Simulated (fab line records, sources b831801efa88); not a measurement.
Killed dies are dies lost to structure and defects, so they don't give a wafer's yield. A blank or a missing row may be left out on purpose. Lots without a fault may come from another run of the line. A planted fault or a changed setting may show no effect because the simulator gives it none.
fab line records | flow sky130
record lots=24 wafers=72 last_day=50
route steps=708 shown VIA1@470 VIA2@522 METAL4@599
lots that met no fault: from a run of the same line without faults
start_h: hours from the record's first day to the start of the lot's first wafer shown | wait_h: hours since the lot's step before | " the same as in the row above | L1.1+2: a row that stands for several wafers | - no value, or no start given | * or withheld: withheld | < > ~ a bound
route shown NAME@n: a module of which the file shows steps, and the number in the route of the first | usual: mean/standard deviation of fault-free wafers | same: alike in all rows | chamber/n: place in a boat | sites: the reading at each site | _std_site: their standard deviation | _edge_site: outer sites' mean less inner sites' | radius_mm: how far each site lies from the wafer's centre | mask NAME#n: copy n | behind: the tool/chamber that last shaped the wafer | hold: why the lot was held/for how many hours/how that ended | device: the transistor (n, p or np) that didn't switch | end of line: the same wafers' tests at the end of the route | a step without rows: its recipe alone | killed: dies lost to structure and defects at the first sort, not the wafer's yield | map: a wafer's dies, x killed, . not, _ none there
set.NAME: the setting as run; set.NAME@STEP: as run at that earlier step | model.NAME: the simulator's own value behind a step, which no gauge read
steps of the route over a sample of lots; a table a step, a row a wafer
services: from which hour (start_h, from the record's first day; less than 0 if before it) a tool's chamber was out of use, for how many hours, and why
## steps
# step SKY_VIA1_CD_MEAS_12
# recipe target_cd_nm=150
# usual cd_nm=150.1/2.1
# columns lot.wafer tool chamber start_h wait_h cd_nm
L074.1 cd_sem-02 - 786.04 - 146.9
L074.4 " - " " 149.3
L074.5 " - " " 147.3
L075.1 cd_sem-01 - 792.25 - 151.1
L075.4 " - " " 152.1
L075.5 " - " " 150.8
L076.2 cd_sem-02 - 808.86 - 149.4
L076.5 " - " " 149.3
L076.6 " - " " 150.9
L077.1 cd_sem-02 - 814.59 - 146.6
L077.2 " - " " 146.3
L077.3 " - " " 147.2
L078.2 cd_sem-01 - 824.37 - 150.3
L078.5 " - " " 151.7
L078.6 " - " " 150.1
L079.1 cd_sem-01 - 825.56 - 148.9
L079.3 " - " " 149.2
L079.6 " - " " 150.2
L080.3 cd_sem-02 - 842.75 - 151.2
L080.5 " - " " 152.0
L080.6 " - " " 151.8
L081.1 cd_sem-01 - 852.20 - 149.2
L081.2 " - " " 149.2
L081.5 " - " " 149.0
L082.3 cd_sem-02 - 854.55 - 152.6
L082.4 " - " " 149.7
L082.5 " - " " 150.1
L083.1 cd_sem-02 - 862.46 - 150.2
L083.4 " - " " 151.9
L083.6 " - " " 151.0
L084.1 cd_sem-02 - 866.06 - 148.6
L084.2 " - " " 150.4
L084.4 " - " " 148.2
L085.3 cd_sem-02 - 876.50 - 151.0
L085.4 " - " " 149.9
L085.6 " - " " 150.9
L086.1 cd_sem-02 - 881.75 - 150.7
L086.4 " - " " 150.3
L086.6 " - " " 150.0
L087.1 cd_sem-02 - 887.61 - 150.3
L087.4 " - " " 150.8
L087.5 " - " " 150.2
L088.2 cd_sem-02 - 893.48 - 153.2
L088.3 " - " " 153.1
L088.5 " - " " 150.8
L089.1 cd_sem-01 - 899.61 - 147.0
L089.2 " - " " 147.4
L089.3 " - " " 147.2
L090.1 cd_sem-01 - 910.50 - 152.2
L090.4 " - " " 150.2
L090.5 " - " " 151.5
L091.1 cd_sem-02 - 912.70 - 152.2
L091.2 " - " " 152.3
L091.4 " - " " 150.6
L092.1 cd_sem-01 - 922.85 - 144.3
L092.4 " - " " 144.3
L092.6 " - " " 145.2
L093.2 cd_sem-01 - 929.13 - 155.4
L093.3 " - " " 153.9
L093.6 " - " " 153.5
L094.1 cd_sem-02 - 937.10 - 150.2
L094.2 " - " " 149.6
L094.3 " - " " 148.5
L095.1 cd_sem-02 - 942.20 - 151.6
L095.4 " - " " 150.5
L095.5 " - " " 150.9
L096.2 cd_sem-02 - 949.87 - 151.6
L096.3 " - " " 150.8
L096.4 " - " " 153.4
L097.1 cd_sem-01 - 951.45 - 152.6
L097.3 " - " " 151.4
L097.4 " - " " 150.7
# step SKY_VIA1_SPUTTER_20
# recipe material=TiN target_thk_nm=20 chamber_pressure_pa=5 power_w=4000 time_s=80
# usual chamber_pressure_pa=5.000/0.0098 throttle_valve_pct=29.8/1.2
# columns lot.wafer tool chamber start_h wait_h chamber_pressure_pa throttle_valve_pct
L074.1 pvd_sputter-02 - 786.89 0.0 4.996 30.9
L074.4 " - " " 5.008 28.7
L074.5 " - " " 5.003 30.0
L075.1 pvd_sputter-03 - 793.19 0.0 5.021 29.5
L075.4 " - " " 5.023 28.6
L075.5 " - " " 5.003 29.1
L076.2 pvd_sputter-01 - 809.69 0.0 5.002 29.6
L076.5 " - " " 5.013 29.7
L076.6 " - " " 5.016 28.3
L077.1 pvd_sputter-01 - 815.43 0.0 5.008 32.3
L077.2 " - " " 4.992 29.7
L077.3 " - " " 4.983 29.7
L078.2 pvd_sputter-01 - 825.19 0.0 5.013 28.7
L078.5 " - " " 5.009 29.5
L078.6 " - " " 4.999 29.4
L079.1 pvd_sputter-01 - 826.40 0.0 4.999 32.4
L079.3 " - " " 4.997 29.6
L079.6 " - " " 5.000 32.2
L080.3 pvd_sputter-03 - 843.95 0.0 4.999 29.5
L080.5 " - " " 5.000 30.0
L080.6 " - " " 5.010 29.1
L081.1 pvd_sputter-01 - 853.04 0.0 4.998 29.5
L081.2 " - " " 5.008 28.7
L081.5 " - " " 5.012 28.6
L082.3 pvd_sputter-01 - 855.35 0.0 4.994 32.1
L082.4 " - " " 4.999 29.3
L082.5 " - " " 4.994 32.1
L083.1 pvd_sputter-02 - 863.30 0.0 5.014 30.8
L083.4 " - " " 5.009 30.3
L083.6 " - " " 5.003 31.1
L084.1 pvd_sputter-01 - 866.90 0.0 5.003 32.2
L084.2 " - " " 5.001 28.4
L084.4 " - " " 4.991 29.5
L085.3 pvd_sputter-02 - 877.30 0.0 4.998 28.7
L085.4 " - " " 4.994 30.3
L085.6 " - " " 4.983 29.8
L086.1 pvd_sputter-01 - 882.58 0.0 4.992 32.4
L086.4 " - " " 5.002 29.2
L086.6 " - " " 4.989 28.5
L087.1 pvd_sputter-01 - 888.45 0.0 4.989 32.2
L087.4 " - " " 4.999 28.3
L087.5 " - " " 4.990 29.7
L088.2 pvd_sputter-01 - 894.37 0.0 4.993 28.8
L088.3 " - " " 5.003 29.4
L088.5 " - " " 4.975 28.6
L089.1 pvd_sputter-03 - 900.55 0.0 4.988 29.7
L089.2 " - " " 5.004 29.4
L089.3 " - " " 4.996 28.7
L090.1 pvd_sputter-01 - 911.36 0.0 4.987 29.8
L090.4 " - " " 4.995 29.4
L090.5 " - " " 5.003 29.7
L091.1 pvd_sputter-03 - 913.54 0.0 5.017 29.3
L091.2 " - " " 5.001 28.9
L091.4 " - " " 5.009 28.7
L092.1 pvd_sputter-03 - 923.83 0.0 5.000 28.9
L092.4 " - " " 4.988 29.6
L092.6 " - " " 5.013 29.1
L093.2 pvd_sputter-02 - 929.97 0.0 5.001 28.6
L093.3 " - " " 4.990 30.7
L093.6 " - " " 4.999 29.2
L094.1 pvd_sputter-02 - 938.01 0.0 4.993 28.9
L094.2 " - " " 5.012 30.0
L094.3 " - " " 4.995 31.0
L095.1 pvd_sputter-01 - 943.06 0.0 5.012 29.7
L095.4 " - " " 4.999 29.7
L095.5 " - " " 4.999 29.1
L096.2 pvd_sputter-02 - 950.69 0.0 5.000 28.8
L096.3 " - " " 4.984 30.4
L096.4 " - " " 5.013 29.9
L097.1 pvd_sputter-01 - 952.29 0.0 4.995 29.5
L097.3 " - " " 4.998 29.6
L097.4 " - " " 4.994 32.4
# step SKY_VIA2_ETCH_15
# recipe target=SiO2 chemistry=C4F8/O2/Ar target_depth_nm=546 stop_on=TiN mask_material=KrF-thick source_w=1500 bias_w=1200 pressure_mtorr=40 c4f8_flow_sccm=withheld O2_flow_sccm=6 Ar_flow_sccm=300 time_s=84
# usual bias_w=1200/3.6 oes_product_au=0.935/0.0047
# columns lot.wafer tool chamber start_h wait_h bias_w oes_product_au rf_hours_counter_h
L074.1 rie_diel-02 0 841.46 0.0 1199 0.943 7
L074.4 " 0 " " 1194 0.935 -
L074.5 " 0 " " 1197 0.941 -
L075.1 rie_diel-04 1 847.39 0.0 1199 0.938 15
L075.4 " 3 " " 1199 0.929 -
L075.5 " 1 " " 1204 0.937 -
L076.2 rie_diel-01 2 864.01 0.0 1203 0.921 16
L076.5 " 1 " " 1201 0.931 -
L076.6 " 2 " " 1203 0.930 -
L077.1 rie_diel-02 0 871.14 0.0 1206 0.931 8
L077.2 " 3 " " 1196 0.928 12
L077.3 " 2 " " 1199 0.936 1
L078.2 rie_diel-01 0 879.30 0.0 1192 0.939 6
L078.5 " 3 " " 1204 0.941 -
L078.6 " 0 " " 1200 0.938 -
L079.1 rie_diel-01 3 879.96 0.0 1202 0.941 5
L079.3 " 0 " " 1194 0.929 6
L079.6 " 2 " " 1202 0.935 -
L080.3 rie_diel-04 3 897.81 0.0 1203 0.941 15
L080.5 " 2 " " 1202 0.934 -
L080.6 " 3 " " 1204 0.934 -
L081.1 rie_diel-04 0 906.56 0.0 1199 0.942 19
L081.2 " 2 " " 1200 0.940 11
L081.5 " 3 " " 1204 0.937 -
L082.3 rie_diel-02 1 908.90 0.0 1201 0.938 16
L082.4 " 0 " " 1206 0.935 9
L082.5 " 0 " " 1203 0.931 -
L083.1 rie_diel-02 0 916.66 0.0 1205 0.935 9
L083.4 " 3 " " 1198 0.937 14
L083.6 " 2 " " 1197 0.931 -
L084.1 rie_diel-01 3 918.76 0.0 1198 0.931 6
L084.2 " 0 " " 1198 0.932 7
L084.4 " 0 " " 1193 0.932 -
L085.3 rie_diel-04 1 929.56 0.0 1199 0.929 16
L085.4 " 0 " " 1196 0.932 20
L085.6 " 3 " " 1200 0.936 -
L086.1 rie_diel-02 2 934.24 0.0 1202 0.934 3
L086.4 " 0 " " 1194 0.936 10
L086.6 " 1 " " 1199 0.947 -
L087.1 rie_diel-02 3 941.66 0.0 1196 0.938 14
L087.4 " 1 " " 1199 0.935 17
L087.5 " 3 " " 1195 0.937 -
L088.2 rie_diel-04 2 945.94 0.0 1201 0.937 12
L088.3 " 1 " " 1194 0.940 16
L088.5 " 2 " " 1195 0.939 -
L089.1 rie_diel-01 3 953.10 0.0 1201 0.933 7
L089.2 " 2 " " 1199 0.937 18
L089.3 " 0 " " 1200 0.931 9
L090.1 rie_diel-04 3 963.21 0.0 1194 0.938 17
L090.4 " 1 " " 1197 0.933 17
L090.5 " 1 " " 1200 0.937 -
L091.1 rie_diel-01 1 964.66 0.0 1198 0.927 7
L091.2 " 2 " " 1203 0.935 18
L091.4 " 0 " " 1206 0.939 9
L092.1 rie_diel-01 3 974.79 0.0 1193 0.935 7
L092.4 " 0 " " 1205 0.942 9
L092.6 " 3 " " 1198 0.936 -
L093.2 rie_diel-01 0 980.96 0.0 1201 0.940 10
L093.3 " 1 " " 1199 0.922 8
L093.6 " 1 " " 1195 0.926 -
L094.1 rie_diel-04 0 989.01 0.0 1201 0.936 22
L094.2 " 3 " " 1202 0.930 18
L094.3 " 2 " " 1199 0.937 13
L095.1 rie_diel-02 2 994.15 0.0 1205 0.931 4
L095.4 " 0 " " 1201 0.943 11
L095.5 " 2 " " 1204 0.939 -
L096.2 rie_diel-02 3 1001.30 0.0 1201 0.931 15
L096.3 " 1 " " 1195 0.935 18
L096.4 " 0 " " 1203 0.945 11
L097.1 rie_diel-02 1 1003.34 0.0 1204 0.944 19
L097.3 " 2 " " 1198 0.936 4
L097.4 " 3 " " 1204 0.937 16
# step SKY_VIA2_SPUTTER_20
# recipe material=TiN target_thk_nm=20 chamber_pressure_pa=5 power_w=3885 time_s=80
# usual chamber_pressure_pa=5.000/0.0097 throttle_valve_pct=29.5/0.87
# columns lot.wafer tool chamber start_h wait_h chamber_pressure_pa throttle_valve_pct
L074.1 pvd_sputter-03 - 842.25 0.0 5.000 29.7
L074.4 " - " " 4.995 28.9
L074.5 " - " " 4.998 30.0
L075.1 pvd_sputter-01 - 848.05 0.0 5.002 29.7
L075.4 " - " " 5.002 29.7
L075.5 " - " " 5.011 28.5
L076.2 pvd_sputter-03 - 864.67 0.0 4.997 28.8
L076.5 " - " " 4.999 30.1
L076.6 " - " " 5.000 28.9
L077.1 pvd_sputter-03 - 871.80 0.0 4.998 29.9
L077.2 " - " " 4.994 29.3
L077.3 " - " " 5.006 28.8
L078.2 pvd_sputter-04 - 879.96 0.0 5.012 30.7
L078.5 " - " " 4.991 30.0
L078.6 " - " " 5.001 29.4
L079.1 pvd_sputter-03 - 880.69 0.0 5.009 28.8
L079.3 " - " " 4.991 28.6
L079.6 " - " " 5.008 29.8
L080.3 pvd_sputter-01 - 898.55 0.0 5.002 29.4
L080.5 " - " " 4.995 29.5
L080.6 " - " " 5.011 28.5
L081.1 pvd_sputter-03 - 907.23 0.0 4.997 29.8
L081.2 " - " " 4.988 28.8
L081.5 " - " " 4.995 28.8
L082.3 pvd_sputter-03 - 909.60 0.0 5.019 28.6
L082.4 " - " " 4.998 29.6
L082.5 " - " " 4.987 29.5
L083.1 pvd_sputter-01 - 917.35 0.0 4.994 28.5
L083.4 " - " " 4.971 29.4
L083.6 " - " " 5.002 29.7
L084.1 pvd_sputter-03 - 919.43 0.0 4.983 29.7
L084.2 " - " " 5.006 28.8
L084.4 " - " " 4.998 29.0
L085.3 pvd_sputter-04 - 930.23 0.0 4.992 28.8
L085.4 " - " " 4.997 28.8
L085.6 " - " " 4.999 30.7
L086.1 pvd_sputter-03 - 934.91 0.0 4.986 29.1
L086.4 " - " " 5.015 29.8
L086.6 " - " " 5.013 28.7
L087.1 pvd_sputter-03 - 942.35 0.0 4.996 29.0
L087.4 " - " " 5.000 29.4
L087.5 " - " " 5.006 28.6
L088.2 pvd_sputter-03 - 946.60 0.0 4.988 28.9
L088.3 " - " " 4.988 29.4
L088.5 " - " " 5.008 28.9
L089.1 pvd_sputter-03 - 953.76 0.0 5.000 28.7
L089.2 " - " " 5.006 29.4
L089.3 " - " " 4.995 29.0
L090.1 pvd_sputter-01 - 963.87 0.0 5.002 32.3
L090.4 " - " " 4.997 28.5
L090.5 " - " " 5.010 29.6
L091.1 pvd_sputter-03 - 965.32 0.0 5.008 29.0
L091.2 " - " " 5.008 29.7
L091.4 " - " " 4.995 29.4
L092.1 pvd_sputter-01 - 975.49 0.0 5.000 28.5
L092.4 " - " " 5.026 29.8
L092.6 " - " " 4.994 28.6
L093.2 pvd_sputter-03 - 981.62 0.0 4.995 28.6
L093.3 " - " " 4.991 29.7
L093.6 " - " " 4.994 29.3
L094.1 pvd_sputter-03 - 989.67 0.0 5.003 28.5
L094.2 " - " " 4.989 28.8
L094.3 " - " " 5.005 29.5
L095.1 pvd_sputter-03 - 994.80 0.0 4.998 28.7
L095.4 " - " " 4.999 29.6
L095.5 " - " " 5.003 29.5
L096.2 pvd_sputter-03 - 1001.96 0.0 5.007 28.8
L096.3 " - " " 4.981 29.2
L096.4 " - " " 5.009 28.7
L097.1 pvd_sputter-01 - 1004.01 0.0 5.003 29.1
L097.3 " - " " 5.002 32.0
L097.4 " - " " 4.996 28.4
# step SKY_METAL4_SPUTTER_01
# recipe material=TiN target_thk_nm=20 power_w=6500 time_s=16.7 chamber_pressure_pa=0.4
# usual chamber_pressure_pa=0.4000/0.00081 throttle_valve_pct=29.5/0.87
# columns lot.wafer tool chamber start_h wait_h chamber_pressure_pa throttle_valve_pct
L074.1 pvd_sputter-03 - 922.81 0.0 0.4002 28.8
L074.4 " - " " 0.3995 28.9
L074.5 " - " " 0.3996 28.9
L075.1 pvd_sputter-03 - 928.44 0.0 0.3997 29.0
L075.4 " - " " 0.3996 29.5
L075.5 " - " " 0.4003 30.1
L076.2 pvd_sputter-04 - 944.25 0.0 0.3995 29.8
L076.5 " - " " 0.4003 30.8
L076.6 " - " " 0.3987 30.3
L077.1 pvd_sputter-01 - 950.41 0.0 0.3996 28.5
L077.2 " - " " 0.4011 29.2
L077.3 " - " " 0.3997 32.4
L078.2 pvd_sputter-03 - 958.16 0.0 0.4007 29.6
L078.5 " - " " 0.4010 29.0
L078.6 " - " " 0.3992 29.5
L079.1 pvd_sputter-01 - 959.40 0.0 0.4026 32.4
L079.3 " - " " 0.3999 29.5
L079.6 " - " " 0.4014 32.2
L080.3 pvd_sputter-04 - 976.48 0.0 0.3994 29.1
L080.5 " - " " 0.3996 29.1
L080.6 " - " " 0.4011 30.5
L081.1 pvd_sputter-03 - 985.01 0.0 0.4006 29.8
L081.2 " - " " 0.4004 29.0
L081.5 " - " " 0.4002 29.0
L082.3 pvd_sputter-03 - 987.51 0.0 0.4003 28.8
L082.4 " - " " 0.4005 28.8
L082.5 " - " " 0.4001 28.9
L083.1 pvd_sputter-04 - 994.77 0.0 0.4004 30.6
L083.4 " - " " 0.3988 29.1
L083.6 " - " " 0.3995 29.1
L084.1 pvd_sputter-03 - 997.36 0.0 0.3995 28.8
L084.2 " - " " 0.3992 29.3
L084.4 " - " " 0.4007 28.7
L085.3 pvd_sputter-01 - 1006.51 0.0 0.4010 29.2
L085.4 " - " " 0.4006 28.7
L085.6 " - " " 0.4000 29.4
L086.1 pvd_sputter-01 - 1011.99 0.0 0.3999 32.4
L086.4 " - " " 0.4007 29.2
L086.6 " - " " 0.4001 29.8
L087.1 pvd_sputter-03 - 1019.43 0.0 0.3989 29.8
L087.4 " - " " 0.4005 28.8
L087.5 " - " " 0.4006 29.0
L088.2 pvd_sputter-01 - 1023.11 0.0 0.3998 29.3
L088.3 " - " " 0.4002 32.2
L088.5 " - " " 0.3987 28.5
L089.1 pvd_sputter-04 - 1030.32 0.0 0.4007 30.0
L089.2 " - " " 0.3997 29.2
L089.3 " - " " 0.3994 29.0
L090.1 pvd_sputter-03 - 1039.92 0.0 0.4011 28.8
L090.4 " - " " 0.3996 29.6
L090.5 " - " " 0.4007 28.9
L091.1 pvd_sputter-04 - 1041.12 0.0 0.3994 29.2
L091.2 " - " " 0.4001 29.9
L091.4 " - " " 0.4002 29.1
L092.1 pvd_sputter-04 - 1049.88 0.0 0.3995 30.7
L092.4 " - " " 0.3999 29.4
L092.6 " - " " 0.4002 29.9
L093.2 pvd_sputter-01 - 1055.80 0.0 0.4001 29.7
L093.3 " - " " 0.3983 32.3
L093.6 " - " " 0.4009 29.7
L094.1 pvd_sputter-03 - 1063.50 0.0 0.4000 29.4
L094.2 " - " " 0.3979 28.7
L094.3 " - " " 0.3990 29.1
L095.1 pvd_sputter-04 - 1067.78 0.0 0.4000 29.5
L095.4 " - " " 0.3999 29.4
L095.5 " - " " 0.3990 30.7
L096.2 pvd_sputter-03 - 1074.80 0.0 0.4010 29.6
L096.3 " - " " 0.3998 28.6
L096.4 " - " " 0.4002 29.4
L097.1 pvd_sputter-04 - 1076.17 0.0 0.4005 28.9
L097.3 " - " " 0.3991 29.1
L097.4 " - " " 0.3999 30.4
# step SKY_METAL4_SPUTTER_04
# recipe material=TiN target_thk_nm=70 power_w=6500 time_s=58.3 chamber_pressure_pa=0.4
# usual chamber_pressure_pa=0.3999/0.00085 throttle_valve_pct=29.5/0.87
# columns lot.wafer tool chamber start_h wait_h chamber_pressure_pa throttle_valve_pct
L074.1 pvd_sputter-03 - 922.89 0.0 0.4000 28.6
L074.4 " - " " 0.3989 29.0
L074.5 " - " " 0.3993 28.7
L075.1 pvd_sputter-03 - 928.52 0.0 0.3998 29.1
L075.4 " - " " 0.3991 29.0
L075.5 " - " " 0.4011 29.9
L076.2 pvd_sputter-04 - 944.33 0.0 0.4000 30.0
L076.5 " - " " 0.3998 30.4
L076.6 " - " " 0.4003 29.9
L077.1 pvd_sputter-01 - 950.49 0.0 0.4006 28.6
L077.2 " - " " 0.4008 29.4
L077.3 " - " " 0.3987 32.6
L078.2 pvd_sputter-03 - 958.24 0.0 0.3987 29.8
L078.5 " - " " 0.3992 28.9
L078.6 " - " " 0.4001 29.5
L079.1 pvd_sputter-01 - 959.48 0.0 0.3990 32.2
L079.3 " - " " 0.3996 29.7
L079.6 " - " " 0.3997 32.1
L080.3 pvd_sputter-04 - 976.57 0.0 0.4003 29.3
L080.5 " - " " 0.3994 29.2
L080.6 " - " " 0.3977 30.4
L081.1 pvd_sputter-03 - 985.09 0.0 0.3999 29.8
L081.2 " - " " 0.4005 28.8
L081.5 " - " " 0.4010 28.7
L082.3 pvd_sputter-03 - 987.60 0.0 0.4011 28.8
L082.4 " - " " 0.4000 28.9
L082.5 " - " " 0.4001 28.9
L083.1 pvd_sputter-04 - 994.85 0.0 0.4001 30.7
L083.4 " - " " 0.3996 29.2
L083.6 " - " " 0.3995 29.1
L084.1 pvd_sputter-03 - 997.44 0.0 0.4004 28.8
L084.2 " - " " 0.4005 29.5
L084.4 " - " " 0.4010 28.8
L085.3 pvd_sputter-01 - 1006.60 0.0 0.3994 29.2
L085.4 " - " " 0.4001 28.4
L085.6 " - " " 0.3990 29.5
L086.1 pvd_sputter-01 - 1012.07 0.0 0.4001 32.4
L086.4 " - " " 0.3997 29.5
L086.6 " - " " 0.3997 29.7
L087.1 pvd_sputter-03 - 1019.51 0.0 0.4014 29.7
L087.4 " - " " 0.3994 28.8
L087.5 " - " " 0.3989 28.9
L088.2 pvd_sputter-01 - 1023.20 0.0 0.4001 29.4
L088.3 " - " " 0.4020 32.4
L088.5 " - " " 0.4006 28.3
L089.1 pvd_sputter-04 - 1030.40 0.0 0.4016 30.3
L089.2 " - " " 0.3996 29.3
L089.3 " - " " 0.4004 29.2
L090.1 pvd_sputter-03 - 1040.00 0.0 0.3995 28.9
L090.4 " - " " 0.4017 29.7
L090.5 " - " " 0.4010 28.9
L091.1 pvd_sputter-04 - 1041.20 0.0 0.3994 28.9
L091.2 " - " " 0.4007 30.0
L091.4 " - " " 0.3993 28.9
L092.1 pvd_sputter-04 - 1049.96 0.0 0.3989 30.4
L092.4 " - " " 0.4010 29.4
L092.6 " - " " 0.4007 29.9
L093.2 pvd_sputter-01 - 1055.88 0.0 0.4002 29.8
L093.3 " - " " 0.4009 32.3
L093.6 " - " " 0.3988 29.6
L094.1 pvd_sputter-03 - 1063.58 0.0 0.3997 29.2
L094.2 " - " " 0.4015 28.6
L094.3 " - " " 0.4011 28.9
L095.1 pvd_sputter-04 - 1067.86 0.0 0.4000 29.1
L095.4 " - " " 0.4002 28.9
L095.5 " - " " 0.4004 30.5
L096.2 pvd_sputter-03 - 1074.88 0.0 0.4006 29.7
L096.3 " - " " 0.3982 29.1
L096.4 " - " " 0.3993 29.7
L097.1 pvd_sputter-04 - 1076.26 0.0 0.4004 29.1
L097.3 " - " " 0.4008 29.3
L097.4 " - " " 0.3989 30.4
## services
# columns tool chamber start_h hours kind
rie_diel-02 - 785.69 0.5 repair
rie_diel-02 3 792.85 4.8 repair
rie_diel-02 - 818.42 2.8 pm
pvd_sputter-03 - 822.34 6.6 repair
rie_diel-02 1 836.56 7.3 repair
rie_diel-01 1 839.89 2.3 repair
rie_diel-04 2 844.41 4.4 repair
rie_diel-01 2 846.44 1.2 repair
rie_diel-04 - 849.26 15.6 pm
rie_diel-04 1 878.44 28.3 repair
rie_diel-02 2 900.87 2.8 repair
rie_diel-01 1 913.32 3.2 repair
rie_diel-01 2 913.47 8.1 repair
rie_diel-01 3 919.15 2.7 repair
rie_diel-01 1 922.89 17.5 repair
rie_diel-01 3 928.37 6.5 repair
rie_diel-04 - 933.53 2.8 pm
rie_diel-04 - 937.51 0.9 repair
pvd_sputter-04 - 957.61 5.4 repair
rie_diel-02 - 962.77 14.6 pm
pvd_sputter-04 - 1001.08 3.2 repair
rie_diel-04 2 1046.96 8.3 repair
rie_diel-01 3 1049.34 63.2 repair
rie_diel-02 1 1065.03 5.0 repair
## key
fault none
